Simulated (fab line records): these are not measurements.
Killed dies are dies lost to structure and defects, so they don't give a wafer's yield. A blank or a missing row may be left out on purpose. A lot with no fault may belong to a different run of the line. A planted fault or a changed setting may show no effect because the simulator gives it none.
fab line records	flow sky130
record lots=13	wafers=37	last-day=50
route steps=708 shown METAL1@437 VIA2@509 CAPM@549 PAD_OPEN@708
lots that met no fault: from a run of the same line without faults
start-h: hours from the record's first day to the start of the lot's first wafer shown	wait-h: how many hours have passed since the lot's step before this one	" same as the row above	L1.1+2: several wafers, shown together as one row	- value missing, or start not given	* or withheld: withheld	< > ~ a bound
route shown NAME@n: names a module that has steps shown in the file, with the first one's number in the route	usual: mean/standard deviation taken from wafers without a fault	same: alike in all rows	chamber/n: place in a boat	sites: the reading at each site	_std_site: standard deviation of those values	_edge_site: mean of outer sites minus mean of inner sites	radius-mm: for every site, how far away it sits from the centre of the wafer	mask NAME#n: copy n	behind: tool/chamber where the wafer was last shaped	hold: why the lot went on hold/how many hours it stayed there/how the hold came to an end	device: which transistor (n, p or np) failed to switch	end of line: the same wafers' tests at the end of the route	step lacking rows: just its recipe	killed: not the wafer's yield, but the dies lost to structure and defects at the first sort	map: shows each die of a wafer: x if killed, . if not, _ if none is there
set.NAME: setting as actually run; set.NAME@STEP: the setting as run at that earlier step	model.NAME: the simulator's own value behind a step, which no gauge read
a sample of lots followed through the steps of the route, with each step as a table and each wafer as a row
services: a tool's chamber out of use, with start hour (start-h, from the record's first day; less than 0 if before it), hours out, and reason
## steps
# step SKY_METAL1_SPUTTER_03
# recipe material=Ti	target-thk-nm=5	power-w=3000	time-s=3.3	chamber-pressure-pa=0.4
# usual throttle-valve-pct=29.5/0.9
lot.wafer	tool	chamber	start-h	wait-h	throttle-valve-pct
L665.1	pvd-sputter-01	-	730.18	0.0	28.5
L665.3	"	-	"	"	28.9
L665.6	"	-	"	"	29.4
L666.1	pvd-sputter-04	-	731.74	0.0	30.1
L666.3	"	-	"	"	28.2
L666.5	"	-	"	"	30.0
L667.2	pvd-sputter-04	-	746.92	0.0	31.3
L667.4	"	-	"	"	30.1
L667.5	"	-	"	"	29.9
L668.1	pvd-sputter-02	-	751.38	0.0	29.1
L668.4	"	-	"	"	28.3
L668.5	"	-	"	"	29.9
L669.1	pvd-sputter-04	-	759.91	0.0	31.6
L669.2	"	-	"	"	29.8
L669.5	"	-	"	"	31.4
L671.2	pvd-sputter-02	-	779.36	0.0	28.3
L671.3	"	-	"	"	29.7
L671.4	"	-	"	"	28.8
L674.4	pvd-sputter-04	-	829.01	0.0	29.9
L674.5	"	-	"	"	28.2
L674.6	"	-	"	"	29.9
L675.1	pvd-sputter-02	-	829.26	0.0	29.1
L675.2	"	-	"	"	28.1
L675.5	"	-	"	"	30.0
L676.2	pvd-sputter-01	-	839.32	0.0	29.2
L676.4	"	-	"	"	30.7
L676.6	"	-	"	"	29.0
L677.3	pvd-sputter-04	-	849.23	0.0	29.9
L677.4	"	-	"	"	28.3
L677.5	"	-	"	"	30.1
L679.4	pvd-sputter-01	-	853.94	0.0	29.4
L679.5	"	-	"	"	30.6
L679.6	"	-	"	"	29.1
L681.3	pvd-sputter-01	-	862.21	0.0	29.3
L686.1	pvd-sputter-02	-	900.88	0.0	29.7
L686.3	"	-	"	"	29.1
L686.6	"	-	"	"	28.3
# step SKY_VIA2_CMP_02
# recipe material=SiO2	down-force-psi=4	platen-rpm=60	pad-velocity-m-s=0.94248
# usual motor-current-A=11.7/0.78
lot.wafer	tool	chamber	start-h	wait-h	motor-current-A
L665.1	cmp-01	2	813.30	0.1	13.3
L665.3	"	0	"	"	10.3
L665.6	"	3	"	"	12.4
L666.1	cmp-01	1	817.35	0.1	11.7
L666.3	"	3	"	"	12.6
L666.5	"	1	"	"	12.1
L667.2	cmp-01	1	830.87	0.0	11.7
L667.4	"	0	"	"	10.7
L667.5	"	2	"	"	12.5
L668.1	cmp-02	0	834.56	0.1	11.5
L668.4	"	2	"	"	12.0
L668.5	"	1	"	"	12.2
L669.1	cmp-02	2	842.27	0.1	11.4
L669.2	"	0	"	"	11.5
L669.5	"	2	"	"	11.5
L671.2	cmp-02	1	861.98	0.1	10.3
L671.4	"	2	"	"	11.9
L671.3	"	3	"	"	11.2
L674.4	cmp-01	0	909.80	0.1	10.1
L674.6	"	3	"	"	12.1
L674.5	"	0	"	"	10.5
L675.1	cmp-01	2	911.46	0.1	13.7
L675.2	"	3	"	"	11.4
L675.5	"	2	"	"	12.7
L676.2	cmp-01	0	919.67	0.3	10.4
L676.4	"	1	"	"	10.6
L676.6	"	3	"	"	11.8
L677.3	cmp-02	0	929.04	0.0	11.1
L677.4	"	2	"	"	11.3
L677.5	"	1	"	"	11.2
L679.4	cmp-01	3	932.92	0.2	11.7
L679.6	"	0	"	"	10.4
L679.5	"	1	"	"	11.0
L681.3	cmp-01	2	942.30	0.3	12.9
L686.1	cmp-02	0	978.88	0.1	11.2
L686.3	"	1	"	"	11.6
L686.6	"	1	"	"	11.6
# step SKY_VIA2_OVL_MEAS_13
# usual VIA2_OVL=-1/5
lot.wafer	tool	chamber	start-h	wait-h	VIA2_OVL[nm]
L665.1	overlay-01	-	840.28	0.1	1
L665.3	"	-	"	"	1
L665.6	"	-	"	"	3
L666.1	overlay-01	-	843.78	0.1	-4
L666.3	"	-	"	"	-3
L666.5	"	-	"	"	-8
L667.2	overlay-01	-	857.23	0.1	3
L667.4	"	-	"	"	0
L667.5	"	-	"	"	-3
L668.1	overlay-02	-	861.43	0.1	0
L668.4	"	-	"	"	-10
L668.5	"	-	"	"	-1
L669.1	overlay-01	-	868.63	0.1	-3
L669.2	"	-	"	"	1
L669.5	"	-	"	"	-9
L671.2	overlay-02	-	887.85	0.1	0
L671.3	"	-	"	"	2
L671.4	"	-	"	"	-4
L674.4	overlay-01	-	935.66	0.1	2
L674.5	"	-	"	"	-4
L674.6	"	-	"	"	0
L675.1	overlay-02	-	936.73	0.1	-1
L675.2	"	-	"	"	-2
L675.5	"	-	"	"	-7
L676.2	overlay-01	-	944.90	0.1	-4
L676.4	"	-	"	"	-14
L676.6	"	-	"	"	-7
L677.3	overlay-02	-	953.49	0.1	-2
L677.4	"	-	"	"	-3
L677.5	"	-	"	"	-1
L679.4	overlay-01	-	958.00	0.1	-4
L679.5	"	-	"	"	1
L679.6	"	-	"	"	1
L681.3	overlay-02	-	965.49	0.1	-7
L686.1	overlay-02	-	1002.79	0.1	7
L686.3	"	-	"	"	-4
L686.6	"	-	"	"	9
# step SKY_VIA2_ETCH_15
# recipe target=SiO2	chemistry=C4F8/O2/Ar	target-depth-nm=546	stop-on=TiN	mask-material=KrF-thick	source-w=1500	bias-w=1200	pressure-mtorr=40	c4f8-flow-sccm=withheld	O2_flow_sccm=6	Ar_flow_sccm=300	time-s=84
# usual oes-product-au=0.939/0.0044
lot.wafer	tool	chamber	start-h	wait-h	oes-product-au	rf-hours-counter-h
L665.1	rie-diel-03	0	840.35	0.0	0.948	15
L665.3	"	2	"	"	0.939	1
L665.6	"	1	"	"	0.945	-
L666.1	rie-diel-01	1	843.85	0.0	0.940	16
L666.3	"	3	"	"	0.944	12
L666.5	"	1	"	"	0.941	-
L667.2	rie-diel-04	1	857.30	0.0	0.935	10
L667.4	"	0	"	"	0.941	11
L667.5	"	2	"	"	0.945	-
L668.1	rie-diel-01	1	861.50	0.0	0.935	17
L668.4	"	2	"	"	0.941	17
L668.5	"	1	"	"	0.938	-
L669.1	rie-diel-03	1	868.70	0.0	0.944	2
L669.2	"	2	"	"	0.936	2
L669.5	"	1	"	"	0.935	-
L671.2	rie-diel-01	2	887.92	0.0	0.936	18
L671.3	"	0	"	"	0.938	12
L671.4	"	1	"	"	0.942	18
L674.4	rie-diel-01	3	935.72	0.0	0.935	15
L674.5	"	2	"	"	0.945	-
L674.6	"	1	"	"	0.933	-
L675.1	rie-diel-03	0	936.81	0.0	0.937	18
L675.2	"	2	"	"	0.941	5
L675.5	"	1	"	"	0.937	-
L676.2	rie-diel-04	3	944.97	0.0	0.925	17
L676.4	"	2	"	"	0.942	20
L676.6	"	3	"	"	1.024	-
L677.3	rie-diel-04	3	953.56	0.0	0.941	18
L677.4	"	2	"	"	0.941	20
L677.5	"	1	"	"	0.941	-
L679.4	rie-diel-01	1	958.09	0.0	0.941	-
L679.5	"	3	"	"	1.001	-
L679.6	"	0	"	"	0.987	-
L681.3	rie-diel-04	1	965.56	0.0	0.936	12
L686.1	rie-diel-04	2	1002.87	0.0	0.933	21
L686.3	"	1	"	"	0.943	13
L686.6	"	2	"	"	0.941	-
# step SKY_CAPM_OVL_MEAS_12
# usual CAPM_OVL=-0.2/1.5
lot.wafer	tool	chamber	start-h	wait-h	CAPM_OVL[nm]
L665.1	overlay-02	-	867.81	0.1	0.0
L665.3	"	-	"	"	1.7
L665.6	"	-	"	"	1.3
L666.1	overlay-02	-	870.46	0.1	1.6
L666.3	"	-	"	"	1.9
L666.5	"	-	"	"	0.8
L667.2	overlay-01	-	884.05	0.1	-2.0
L667.4	"	-	"	"	-2.3
L667.5	"	-	"	"	-3.3
L668.1	overlay-01	-	888.76	0.1	-1.6
L668.4	"	-	"	"	-0.3
L668.5	"	-	"	"	0.7
L669.1	overlay-02	-	895.50	0.1	2.0
L669.2	"	-	"	"	1.3
L669.5	"	-	"	"	2.3
L671.2	overlay-01	-	914.76	0.1	0.0
L671.3	"	-	"	"	0.8
L671.4	"	-	"	"	-0.5
L674.4	overlay-02	-	961.07	0.1	1.8
L674.5	"	-	"	"	2.8
L674.6	"	-	"	"	0.2
L675.1	overlay-02	-	962.51	0.1	-1.6
L675.2	"	-	"	"	-2.2
L675.5	"	-	"	"	-0.5
L676.2	overlay-01	-	969.81	0.1	-1.6
L676.4	"	-	"	"	-2.6
L677.3	overlay-01	-	979.41	0.1	0.1
L677.4	"	-	"	"	-0.2
L677.5	"	-	"	"	-0.9
L679.4	overlay-02	-	983.13	0.1	1.1
L681.3	overlay-01	-	991.07	0.1	1.4
L686.1	overlay-01	-	1027.21	0.1	-1.6
L686.3	"	-	"	"	-2.7
L686.6	"	-	"	"	-1.4
# step SKY_PAD_OPEN_PROBE_99
# usual killed_at_M0_to_M3=43/7.8	killed_at_M4_up=3.2/1.7	killed-at-contacts=24/5.2	killed-at-front-end=15/4.5	killed-at-other=0.4/0.65	killed-dies=87/9.1	killed-on-rim=17/3.5	killed-open=47/7.3	killed-short=40/6.5
# same gross-dies=492	killed-at-back-side=0
lot.wafer	tool	chamber	start-h	wait-h	killed_at_M0_to_M3	killed_at_M4_up	killed-at-contacts	killed-at-front-end	killed-at-other	killed-dies	killed-on-rim	killed-open	killed-short
L676.2	prober-02	-	1151.63	0.1	38	5	27	13	0	83	20	42	41
L676.4	prober-02	-	1151.73	0.2	38	3	16	17	0	74	15	30	44
L676.6	prober-02	-	1151.83	0.2	461	4	18	8	1	492	96	36	32
L679.4	prober-01	-	1162.44	0.2	61	0	27	19	0	107	25	68	39
L679.5	prober-01	-	1162.49	0.2	446	3	28	14	1	492	96	45	38
L679.6	prober-01	-	1162.54	0.2	450	7	23	11	1	492	96	38	42
# killed by level:class
L676.2 CONTACT:geometric-particle:open=9 METAL1:geometric-particle:short=6 FIELD_ISO:geometric-particle:short=5 LI_CONTACT:geometric-particle:open=5 VIA2:geometric-particle:open=5 VIA3:geometric-particle:open=5 CONTACT:geometric-particle:short=4 LOCAL_INTERCONNECT:geometric-particle:open=4
L676.4 VIA2:geometric-particle:open=6 METAL1:geometric-particle:short=6 LOCAL_INTERCONNECT:geometric-particle:short=5 CONTACT:geometric-particle:short=5 VIA1:geometric-particle:open=5 VIA1:geometric-particle:short=5 POLY_GATE:geometric-particle:short=4 CONTACT:geometric-particle:open=4
L676.6 VIA2:area-etch=424 METAL2:geometric-particle:short=8 VIA3:geometric-particle:open=7 LI_CONTACT:geometric-particle:open=6 LOCAL_INTERCONNECT:geometric-particle:short=6 VIA2:geometric-particle:open=5 VIA1:geometric-particle:open=5 POLY_GATE:geometric-particle:short=4
L679.4 VIA1:geometric-particle:open=13 CONTACT:geometric-particle:open=11 VIA2:geometric-particle:open=11 VIA3:geometric-particle:open=9 METAL1:geometric-particle:short=8 VIA1:geometric-particle:short=7 FIELD_ISO:geometric-particle:open=6 POLY_GATE:geometric-particle:short=5
L679.5 VIA2:area-etch=409 CONTACT:geometric-particle:open=11 VIA3:geometric-particle:open=8 VIA1:geometric-particle:open=6 METAL1:geometric-particle:short=5 FIELD_ISO:geometric-particle:short=4 LI_CONTACT:geometric-particle:open=4 LOCAL_INTERCONNECT:geometric-particle:short=4
L679.6 VIA2:area-etch=412 CONTACT:geometric-particle:open=9 CONTACT:geometric-particle:short=8 VIA1:geometric-particle:open=7 VIA3:geometric-particle:open=7 METAL1:geometric-particle:short=5 METAL4:geometric-particle:short=5 VIA1:geometric-particle:short=4
## services
tool	chamber	start-h	hours	kind
rie-diel-01	0	720.45	3.4	repair
cmp-01	-	744.15	4.0	pm
cmp-01	-	777.44	0.9	repair
rie-diel-04	0	778.33	11.9	repair
cmp-01	-	781.58	5.0	pm
pvd-sputter-04	-	789.37	1.3	repair
rie-diel-01	2	791.93	15.2	repair
rie-diel-04	1	814.86	4.7	repair
rie-diel-01	3	818.91	7.6	repair
rie-diel-04	-	839.80	2.8	pm
cmp-01	-	865.34	0.4	repair
rie-diel-04	1	866.37	7.2	repair
rie-diel-04	0	895.37	4.6	repair
cmp-01	-	897.77	2.9	repair
rie-diel-04	2	900.68	3.8	repair
pvd-sputter-04	-	907.88	53.0	repair
cmp-02	-	912.00	4.0	pm
cmp-02	-	940.30	20.5	pm
rie-diel-01	2	947.22	28.2	repair
rie-diel-01	-	960.00	0.8	repair
cmp-01	-	960.99	6.4	pm
cmp-02	-	962.09	1.8	repair
cmp-02	-	973.89	1.0	repair
pvd-sputter-04	-	976.82	2.6	repair
## key
first-sign step=SKY_VIA2_ETCH_15	reading=oes-product-au	direction=up	sigmas=15	usual=0.939	struck=1.004
effect step=SKY_PAD_OPEN_PROBE_99	reading=killed_at_M0_to_M3	direction=up	sigmas=53	usual=43	struck=452
more-kills-born-at SKY_VIA2_ETCH_15@rie-diel-01=821	SKY_VIA2_ETCH_15@rie-diel-04=424
met-at SKY_VIA2_CMP_02
struck-lots L676,L679
struck-wafers L676.6,L679.5,L679.6
later-rows-left-out L676.6,L679.5,L679.6
not-acting-at SKY_METAL1_SPUTTER_03,SKY_VIA2_OVL_MEAS_13,SKY_CAPM_OVL_MEAS_12
onset-between 911.46 919.67
fault kind=process-parameter-drift	tool=cmp-01	chamber=-	onset-h=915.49	steps=SKY_VIA2_CMP_02	channel=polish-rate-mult	offset=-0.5	shape=step	end-h=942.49	scope=struck-wafers-only
# later-rows-left-out: the simulator's readings of these wafers behind a module that went badly wrong aren't trusted and aren't shown, but for the sort
